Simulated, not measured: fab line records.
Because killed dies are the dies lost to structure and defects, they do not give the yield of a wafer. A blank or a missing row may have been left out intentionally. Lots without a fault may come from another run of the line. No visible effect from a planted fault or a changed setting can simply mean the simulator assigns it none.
Which tool is to blame? || flow gf180mcu || Sampling: 11 lots, 33 wafers, 5 of 602 route steps

## WHAT EACH GAUGE READ, for each wafer
No reading from a measuring or inspecting step in the record can be judged against a usual standard deviation.

## EACH LOT AND THE TOOL THAT RAN IT (in order: tool; ch and the chambers of the sampled wafers; start)
{"lot": "L663", "GF_MVSD_COAT_02": "litho-track-03 ch 0, day 4 05:45", "GF_MVSD_STRIP_10": "plasma-asher-01 ch 0,1, day 4 12:40", "GF_VT_IMPLANT_RTA_45": "rtp-anneal-02 ch 0, day 7 15:08", "GF_CONTACT_SPUTTER_23": "pvd-sputter-02, day 16 04:40", "GF_M1_SPUTTER_04": "pvd-sputter-04, day 16 05:28"}
{"lot": "L664", "GF_MVSD_COAT_02": "litho-track-02 ch 0, day 4 09:00", "GF_MVSD_STRIP_10": "plasma-asher-03 ch 0,1, day 4 16:34", "GF_VT_IMPLANT_RTA_45": "rtp-anneal-01 ch 0, day 7 20:35", "GF_CONTACT_SPUTTER_23": "pvd-sputter-02, day 16 15:43", "GF_M1_SPUTTER_04": "pvd-sputter-03, day 16 16:48"}
{"lot": "L665", "GF_MVSD_COAT_02": "litho-track-03 ch 0, day 4 20:12", "GF_MVSD_STRIP_10": "plasma-asher-03 ch 0,1, day 5 03:35", "GF_VT_IMPLANT_RTA_45": "rtp-anneal-01 ch 0, day 8 07:55", "GF_CONTACT_SPUTTER_23": "pvd-sputter-04, day 17 01:19", "GF_M1_SPUTTER_04": "pvd-sputter-03, day 17 02:07"}
{"lot": "L666", "GF_MVSD_COAT_02": "litho-track-04 ch 0, day 4 22:39", "GF_MVSD_STRIP_10": "plasma-asher-01 ch 0,1, day 5 06:05", "GF_VT_IMPLANT_RTA_45": "rtp-anneal-01 ch 0, day 8 12:59", "GF_CONTACT_SPUTTER_23": "pvd-sputter-03, day 17 05:19", "GF_M1_SPUTTER_04": "pvd-sputter-04, day 17 06:07"}
{"lot": "L667", "GF_MVSD_COAT_02": "litho-track-03 ch 0, day 5 02:30", "GF_MVSD_STRIP_10": "plasma-asher-03 ch 0,1, day 5 09:38", "GF_VT_IMPLANT_RTA_45": "rtp-anneal-01 ch 0, day 8 15:18", "GF_CONTACT_SPUTTER_23": "pvd-sputter-04, day 17 12:23", "GF_M1_SPUTTER_04": "pvd-sputter-03, day 17 13:11"}
{"lot": "L668", "GF_MVSD_COAT_02": "litho-track-03 ch 0, day 5 07:39", "GF_MVSD_STRIP_10": "plasma-asher-01 ch 0,1, day 5 15:14", "GF_VT_IMPLANT_RTA_45": "rtp-anneal-01 ch 0, day 8 22:50", "GF_CONTACT_SPUTTER_23": "pvd-sputter-04, day 17 21:34", "GF_M1_SPUTTER_04": "pvd-sputter-01, day 17 22:22"}
{"lot": "L675", "GF_MVSD_COAT_02": "litho-track-03 ch 0, day 7 01:51", "GF_MVSD_STRIP_10": "plasma-asher-01 ch 0,1, day 7 09:52", "GF_VT_IMPLANT_RTA_45": "rtp-anneal-01 ch 0, day 11 00:28", "GF_CONTACT_SPUTTER_23": "pvd-sputter-03, day 20 19:05", "GF_M1_SPUTTER_04": "pvd-sputter-04, day 20 19:53"}
{"lot": "L676", "GF_MVSD_COAT_02": "litho-track-03 ch 0, day 7 05:51", "GF_MVSD_STRIP_10": "plasma-asher-02 ch 0,1, day 7 13:59", "GF_VT_IMPLANT_RTA_45": "rtp-anneal-01 ch 0, day 11 05:56", "GF_CONTACT_SPUTTER_23": "pvd-sputter-02, day 21 00:22", "GF_M1_SPUTTER_04": "pvd-sputter-03, day 21 01:19"}
{"lot": "L681", "GF_MVSD_COAT_02": "litho-track-02 ch 0, day 8 09:41", "GF_MVSD_STRIP_10": "plasma-asher-01 ch 0,1, day 8 18:14", "GF_VT_IMPLANT_RTA_45": "rtp-anneal-01 ch 0, day 12 13:53", "GF_CONTACT_SPUTTER_23": "pvd-sputter-02, day 22 15:41", "GF_M1_SPUTTER_04": "pvd-sputter-03, day 22 16:29"}
{"lot": "L682", "GF_MVSD_COAT_02": "litho-track-02 ch 0, day 8 16:36", "GF_MVSD_STRIP_10": "plasma-asher-03 ch 0,1, day 9 01:25", "GF_VT_IMPLANT_RTA_45": "rtp-anneal-01 ch 0, day 12 21:56", "GF_CONTACT_SPUTTER_23": "pvd-sputter-04, day 23 01:50", "GF_M1_SPUTTER_04": "pvd-sputter-01, day 23 02:49"}
{"lot": "L684", "GF_MVSD_COAT_02": "litho-track-04 ch 0, day 9 05:18", "GF_MVSD_STRIP_10": "plasma-asher-01 ch 0,1, day 9 14:13", "GF_VT_IMPLANT_RTA_45": "rtp-anneal-02 ch 0, day 13 12:44", "GF_CONTACT_SPUTTER_23": "pvd-sputter-03, day 23 19:20", "GF_M1_SPUTTER_04": "pvd-sputter-04, day 23 20:16"}
- GF_MVSD_COAT_02: resist thk 3028 nm.
- GF_MVSD_STRIP_10: strips in O2/N2.
- GF_VT_IMPLANT_RTA_45: time 30 s.
- GF_CONTACT_SPUTTER_23: material TiN, target thk 10 nm, time 40 s.
- GF_M1_SPUTTER_04: material TiN, target thk 50 nm, time 41.7 s.

## WHAT THE TOOLS THEMSELVES READ (means of the sampled wafers that have a number; where no wafer has one, the mark that the record gives instead)
GF_MVSD_COAT_02.
{"lot": "L663", "tool": "litho-track-03", "spin-speed-rpm (rpm)": 1998.8}
{"lot": "L664", "tool": "litho-track-02", "spin-speed-rpm (rpm)": 1999.8}
{"lot": "L665", "tool": "litho-track-03", "spin-speed-rpm (rpm)": 2001.4}
{"lot": "L666", "tool": "litho-track-04", "spin-speed-rpm (rpm)": 1999.2}
{"lot": "L667", "tool": "litho-track-03", "spin-speed-rpm (rpm)": 2001.4}
{"lot": "L668", "tool": "litho-track-03", "spin-speed-rpm (rpm)": 1999.5}
{"lot": "L675", "tool": "litho-track-03", "spin-speed-rpm (rpm)": 2161.0}
{"lot": "L676", "tool": "litho-track-03", "spin-speed-rpm (rpm)": 2161.7}
{"lot": "L681", "tool": "litho-track-02", "spin-speed-rpm (rpm)": 2000.2}
{"lot": "L682", "tool": "litho-track-02", "spin-speed-rpm (rpm)": 2001.5}
{"lot": "L684", "tool": "litho-track-04", "spin-speed-rpm (rpm)": 1998.0}

GF_MVSD_STRIP_10.
{"lot": "L663", "tool": "plasma-asher-01", "drypump-motor-current-A (A)": 6.2, "heater-power-w (W)": 370, "oes-product-au (a.u.)": 0.726, "strip-time-to-endpoint-s (s)": 37.47}
{"lot": "L664", "tool": "plasma-asher-03", "drypump-motor-current-A (A)": 5.4, "heater-power-w (W)": 356, "oes-product-au (a.u.)": 0.720, "strip-time-to-endpoint-s (s)": 37.31}
{"lot": "L665", "tool": "plasma-asher-03", "drypump-motor-current-A (A)": 5.0, "heater-power-w (W)": 384, "oes-product-au (a.u.)": 0.725, "strip-time-to-endpoint-s (s)": 37.30}
{"lot": "L666", "tool": "plasma-asher-01", "drypump-motor-current-A (A)": 6.0, "heater-power-w (W)": 359, "oes-product-au (a.u.)": 0.723, "strip-time-to-endpoint-s (s)": 37.33}
{"lot": "L667", "tool": "plasma-asher-03", "drypump-motor-current-A (A)": 5.0, "heater-power-w (W)": 383, "oes-product-au (a.u.)": 0.723, "strip-time-to-endpoint-s (s)": 37.41}
{"lot": "L668", "tool": "plasma-asher-01", "drypump-motor-current-A (A)": 6.2, "heater-power-w (W)": 370, "oes-product-au (a.u.)": 0.724, "strip-time-to-endpoint-s (s)": 37.26}
{"lot": "L675", "tool": "plasma-asher-01", "drypump-motor-current-A (A)": 5.9, "heater-power-w (W)": 357, "oes-product-au (a.u.)": 0.720, "strip-time-to-endpoint-s (s)": 35.93}
{"lot": "L676", "tool": "plasma-asher-02", "drypump-motor-current-A (A)": 5.4, "heater-power-w (W)": 374, "oes-product-au (a.u.)": 0.724, "strip-time-to-endpoint-s (s)": 35.90}
{"lot": "L681", "tool": "plasma-asher-01", "drypump-motor-current-A (A)": 6.0, "heater-power-w (W)": 363, "oes-product-au (a.u.)": 0.719, "strip-time-to-endpoint-s (s)": 37.30}
{"lot": "L682", "tool": "plasma-asher-03", "drypump-motor-current-A (A)": 5.0, "heater-power-w (W)": 387, "oes-product-au (a.u.)": 0.723, "strip-time-to-endpoint-s (s)": 37.35}
{"lot": "L684", "tool": "plasma-asher-01", "drypump-motor-current-A (A)": 6.2, "heater-power-w (W)": 370, "oes-product-au (a.u.)": 0.726, "strip-time-to-endpoint-s (s)": 37.09}

GF_VT_IMPLANT_RTA_45.
{"lot": "L663", "tool": "rtp-anneal-02", "anneal-temp-c-max": 1054.1, "lamp-power-pct (%)": 35.75, "wafer_temp_C_max": 1053.6}
{"lot": "L664", "tool": "rtp-anneal-01", "anneal-temp-c-max": 1056.5, "lamp-power-pct (%)": 36.18, "wafer_temp_C_max": 1053.3}
{"lot": "L665", "tool": "rtp-anneal-01", "anneal-temp-c-max": 1055.8, "lamp-power-pct (%)": 36.21, "wafer_temp_C_max": 1053.4}
{"lot": "L666", "tool": "rtp-anneal-01", "anneal-temp-c-max": 1056.0, "lamp-power-pct (%)": 36.19, "wafer_temp_C_max": 1054.1}
{"lot": "L667", "tool": "rtp-anneal-01", "anneal-temp-c-max": 1056.6, "lamp-power-pct (%)": 36.16, "wafer_temp_C_max": 1052.8}
{"lot": "L668", "tool": "rtp-anneal-01", "anneal-temp-c-max": 1056.8, "lamp-power-pct (%)": 36.18, "wafer_temp_C_max": 1052.2}
{"lot": "L675", "tool": "rtp-anneal-01", "anneal-temp-c-max": 1056.1, "lamp-power-pct (%)": 36.17, "wafer_temp_C_max": 1053.4}
{"lot": "L676", "tool": "rtp-anneal-01", "anneal-temp-c-max": 1055.9, "lamp-power-pct (%)": 36.17, "wafer_temp_C_max": 1053.2}
{"lot": "L681", "tool": "rtp-anneal-01", "anneal-temp-c-max": 1057.1, "lamp-power-pct (%)": 36.18, "wafer_temp_C_max": 1052.6}
{"lot": "L682", "tool": "rtp-anneal-01", "anneal-temp-c-max": 1058.1, "lamp-power-pct (%)": 36.19, "wafer_temp_C_max": 1053.7}
{"lot": "L684", "tool": "rtp-anneal-02", "anneal-temp-c-max": 1053.0, "lamp-power-pct (%)": 35.77, "wafer_temp_C_max": 1053.6}

GF_CONTACT_SPUTTER_23.
{"lot": "L663", "tool": "pvd-sputter-02", "throttle-valve-pct (%)": 29.6}
{"lot": "L664", "tool": "pvd-sputter-02", "throttle-valve-pct (%)": 30.5}
{"lot": "L665", "tool": "pvd-sputter-04", "throttle-valve-pct (%)": 30.2}
{"lot": "L666", "tool": "pvd-sputter-03", "throttle-valve-pct (%)": 29.4}
{"lot": "L667", "tool": "pvd-sputter-04", "throttle-valve-pct (%)": 29.8}
{"lot": "L668", "tool": "pvd-sputter-04", "throttle-valve-pct (%)": 30.1}
{"lot": "L675", "tool": "pvd-sputter-03", "throttle-valve-pct (%)": 29.8}
{"lot": "L676", "tool": "pvd-sputter-02", "throttle-valve-pct (%)": 30.8}
{"lot": "L681", "tool": "pvd-sputter-02", "throttle-valve-pct (%)": 29.4}
{"lot": "L682", "tool": "pvd-sputter-04", "throttle-valve-pct (%)": 29.9}
{"lot": "L684", "tool": "pvd-sputter-03", "throttle-valve-pct (%)": 29.9}

GF_M1_SPUTTER_04.
{"lot": "L663", "tool": "pvd-sputter-04", "throttle-valve-pct (%)": 29.7}
{"lot": "L664", "tool": "pvd-sputter-03", "throttle-valve-pct (%)": 29.6}
{"lot": "L665", "tool": "pvd-sputter-03", "throttle-valve-pct (%)": 29.9}
{"lot": "L666", "tool": "pvd-sputter-04", "throttle-valve-pct (%)": 29.7}
{"lot": "L667", "tool": "pvd-sputter-03", "throttle-valve-pct (%)": 29.8}
{"lot": "L668", "tool": "pvd-sputter-01", "throttle-valve-pct (%)": 30.6}
{"lot": "L675", "tool": "pvd-sputter-04", "throttle-valve-pct (%)": 30.0}
{"lot": "L676", "tool": "pvd-sputter-03", "throttle-valve-pct (%)": 29.8}
{"lot": "L681", "tool": "pvd-sputter-03", "throttle-valve-pct (%)": 30.1}
{"lot": "L682", "tool": "pvd-sputter-01", "throttle-valve-pct (%)": 30.1}
{"lot": "L684", "tool": "pvd-sputter-04", "throttle-valve-pct (%)": 29.5}

## THE ANSWER, worked out from the rows above alone
Rule: usual is defined by the lots themselves. Put in order of their means at a reading, lots are off if they are a third of the lots or fewer, leave a main group of 4 or more, and stand apart from it by a gap of 3 or more times the standard deviation of the main group's means; of several such gaps the widest counts. If all means in a main group match to the digits the tables above print for the reading, that group is not used. Also off: a lot with no number at a reading for which 4 or more lots have one. Where the step has rows for the other lots, those lots are counted as sound. First the gauges in route order, then the tools' own readings, where a lot's mean is used as printed above. The first step at which some lot is off is used, and at that step the reading that is off furthest; a lot without a number counts as furthest.
Off: L675, L676 (GF_MVSD_COAT_02, spin-speed-rpm). The main group has a mean of 2000.0 rpm with a standard deviation of 1.2.
If a tool, at that step or one of the process steps before it, ran each lot that is off and ran no sound lot following the first of them, it fits. One fits: GF_MVSD_COAT_02 on litho-track-03. Its last sound lot is L668 (day 5 07:39), its first lot that is off L675 (day 7 01:51): a fault that began between those two fits.
The tool's own readings at GF_MVSD_COAT_02 bear it out: on the lots that are off they differ by more than 5 times the standard deviation of the sound lots' means. spin-speed-rpm reads 2161.3 rpm there against 2000.0 rpm on the sound lots.

## WHAT WAS PUT IN BY THE SIMULATOR
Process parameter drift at GF_MVSD_COAT_02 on litho-track-03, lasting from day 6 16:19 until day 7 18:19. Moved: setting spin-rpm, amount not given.
Struck lots among those shown: L675, L676. The rule above found the same.
